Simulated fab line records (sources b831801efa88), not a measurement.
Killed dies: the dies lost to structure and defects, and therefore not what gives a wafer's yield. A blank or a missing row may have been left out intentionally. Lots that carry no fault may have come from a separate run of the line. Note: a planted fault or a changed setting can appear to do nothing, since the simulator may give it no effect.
Commonality check across tools -- flow sky130 -- 11 lots and 34 wafers in the sample

REASON FOR OPENING
Flagged at SKY_SD_P_CD_MEAS_07: reading cd nm, on 1 of 11 lots. No-fault wafers: 379.8 nm, standard deviation 2.8.
Rule: a lot gets a flag if all its wafers with a number sit over 4 standard deviations from that mean, or if no wafer of it has a number. All remaining lots are regarded as sound.

lot,measured,on,"cd nm (nm), wafer by wafer",flag
L452,day 25 12:04,cd sem-01,381.2 381.2 380.1,
L455,day 26 13:37,cd sem-01,366.4 368.5 366.6 368.1,FLAGGED
L464,day 29 21:18,cd sem-01,378.7 377.4 380.0,
L465,day 30 02:49,cd sem-01,376.2 375.6 377.2,
L466,day 30 12:39,cd sem-01,384.4 385.3 382.4,
L467,day 30 20:54,cd sem-02,381.0 382.2 379.6,
L469,day 31 19:56,cd sem-01,382.0 381.0 379.1,
L470,day 32 07:37,cd sem-01,382.3 381.6 385.3,
L473,day 32 13:10,cd sem-01,380.5 382.5 384.7,
L474,day 32 22:21,cd sem-02,380.3 379.5 381.0,
L475,day 33 02:58,cd sem-01,379.2 379.3 376.6,
On average the flagged lots' numbers are 367.4 nm, which is -12.4 nm against the usual, or -4 standard deviations.

WHICH TOOL EACH LOT WENT THROUGH
The record holds 4 process steps before the reading, out of a route of 708 steps. Read each cell as the tool, then ch plus the chambers that the sampled wafers visited, then the start.
lot,flag,SKY_POLY_GATE_ETCH_15,SKY_POLY_GATE_ETCH_16,SKY_LDD_LDN_STRIP_12,SKY_SD_P_EXPOSE_04
L452,,"rie diel-01 ch 1,2, day 16 09:26","rie diel-01 ch 1,2, day 16 09:31","plasma asher-01 ch 0,1, day 22 21:51","iline stepper-01 ch 0, day 24 21:23"
L455,FLAGGED,"rie diel-01 ch 0,2, day 17 09:52","rie diel-01 ch 0,2, day 17 09:57","plasma asher-04 ch 0, day 24 00:40","iline stepper-02 ch 0, day 25 23:10"
L464,,"rie diel-02 ch 0,2, day 21 01:32","rie diel-02 ch 0,2, day 21 01:37","plasma asher-03 ch 0,1, day 27 10:30","iline stepper-02 ch 0, day 29 07:41"
L465,,"rie diel-02 ch 0,1,3, day 21 06:17","rie diel-02 ch 0,1,3, day 21 06:22","plasma asher-01 ch 0,1, day 27 15:49","iline stepper-02 ch 0, day 29 12:57"
L466,,"rie diel-02 ch 0,2,3, day 21 19:07","rie diel-02 ch 0,2,3, day 21 19:12","plasma asher-04 ch 0,1, day 28 02:50","iline stepper-02 ch 0, day 29 22:56"
L467,,"rie diel-01 ch 0,3, day 22 03:02","rie diel-01 ch 0,3, day 22 03:07","plasma asher-04 ch 0,1, day 28 11:56","iline stepper-01 ch 0, day 30 07:20"
L469,,"rie diel-02 ch 0,1,2, day 23 04:35","rie diel-02 ch 0,1,2, day 23 04:40","plasma asher-01 ch 0,1, day 29 11:28","iline stepper-02 ch 0, day 31 05:55"
L470,,"rie diel-04 ch 0,1,3, day 23 17:58","rie diel-04 ch 0,1,3, day 23 18:04","plasma asher-01 ch 0,1, day 29 21:40","iline stepper-02 ch 0, day 31 17:59"
L473,,"rie diel-02 ch 0,1,2, day 23 21:32","rie diel-02 ch 0,1,2, day 23 21:37","plasma asher-01 ch 0,1, day 30 03:03","iline stepper-02 ch 0, day 31 23:55"
L474,,"rie diel-01 ch 1,2, day 24 10:59","rie diel-01 ch 1,2, day 24 11:04","plasma asher-01 ch 0,1, day 30 14:37","iline stepper-02 ch 0, day 32 09:37"
L475,,"rie diel-04 ch 0,1,3, day 24 14:25","rie diel-04 ch 0,1,3, day 24 14:31","plasma asher-01 ch 0,1, day 30 18:25","iline stepper-01 ch 0, day 32 13:35"
What is done by these steps:
- SKY_POLY_GATE_ETCH_15: etches BARC in N2/H2, stops on SiO2, time 118.5 s, target depth 110 nm.
- SKY_POLY_GATE_ETCH_16: etches Si3N4 in CH3F/O2, stops on poly-Si, time 147.5 s, target depth 75 nm.
- SKY_LDD_LDN_STRIP_12: strips in O2/N2.
- SKY_SD_P_EXPOSE_04: exposes mask PSDM, target cd 380 nm.
- SKY_SD_P_CD_MEAS_07: target cd 380 nm.

FLAGGED AGAINST TOTAL, ONE TOOL AT A TIME (gauges that did the reading follow at the end)
step,tool,lots run,flagged,share of the flagged lots,sound lots run after its first flagged lot
SKY_POLY_GATE_ETCH_15,rie diel-01,4,1,all,"2 (L467,L474)"
SKY_POLY_GATE_ETCH_15,rie diel-02,5,0,none,-
SKY_POLY_GATE_ETCH_15,rie diel-04,2,0,none,-
SKY_POLY_GATE_ETCH_16,rie diel-01,4,1,all,"2 (L467,L474)"
SKY_POLY_GATE_ETCH_16,rie diel-02,5,0,none,-
SKY_POLY_GATE_ETCH_16,rie diel-04,2,0,none,-
SKY_LDD_LDN_STRIP_12,plasma asher-01,7,0,none,-
SKY_LDD_LDN_STRIP_12,plasma asher-03,1,0,none,-
SKY_LDD_LDN_STRIP_12,plasma asher-04,3,1,all,"2 (L466,L467)"
SKY_SD_P_EXPOSE_04,iline stepper-01,3,0,none,-
SKY_SD_P_EXPOSE_04,iline stepper-02,8,1,all,"7 (L464,L465,L466,L469,L470,L473,L474)"
SKY_SD_P_CD_MEAS_07,cd sem-01,9,1,all,"7 (L464,L465,L466,L469,L470,L473,L475)"
SKY_SD_P_CD_MEAS_07,cd sem-02,2,0,none,-

WHAT IS ALLOWED BY THE TABLE
5 rows of the table ran every flagged lot: rie diel-01 at SKY_POLY_GATE_ETCH_15, rie diel-01 at SKY_POLY_GATE_ETCH_16, plasma asher-04 at SKY_LDD_LDN_STRIP_12, iline stepper-02 at SKY_SD_P_EXPOSE_04, cd sem-01 at SKY_SD_P_CD_MEAS_07.
- rie diel-01 at SKY_POLY_GATE_ETCH_15 ran 4 lots, 1 of them flagged. Lots that were sound ran on it after the first flagged one (L467, L474); a persistent fault on the entire tool would not allow that.
- rie diel-01 at SKY_POLY_GATE_ETCH_16 ran 4 lots, 1 of them flagged. Lots that were sound ran on it after the first flagged one (L467, L474); a persistent fault on the entire tool would not allow that.
- plasma asher-04 at SKY_LDD_LDN_STRIP_12 ran 3 lots, 1 of them flagged. Lots that were sound ran on it after the first flagged one (L466, L467); a persistent fault on the entire tool would not allow that.
- iline stepper-02 at SKY_SD_P_EXPOSE_04 ran 8 lots, 1 of them flagged. Lots that were sound ran on it after the first flagged one (L464, L465, L466, L469, L470, L473, L474); a persistent fault on the entire tool would not allow that.
- cd sem-01 at SKY_SD_P_CD_MEAS_07 ran 9 lots, 1 of them flagged. Lots that were sound ran on it after the first flagged one (L464, L465, L466, L469, L470, L473, L475); a persistent fault on the entire tool would not allow that.
There is no row in the table that ran each flagged lot and no sound lot after the first.

WHAT THE SIMULATOR HAD PUT IN
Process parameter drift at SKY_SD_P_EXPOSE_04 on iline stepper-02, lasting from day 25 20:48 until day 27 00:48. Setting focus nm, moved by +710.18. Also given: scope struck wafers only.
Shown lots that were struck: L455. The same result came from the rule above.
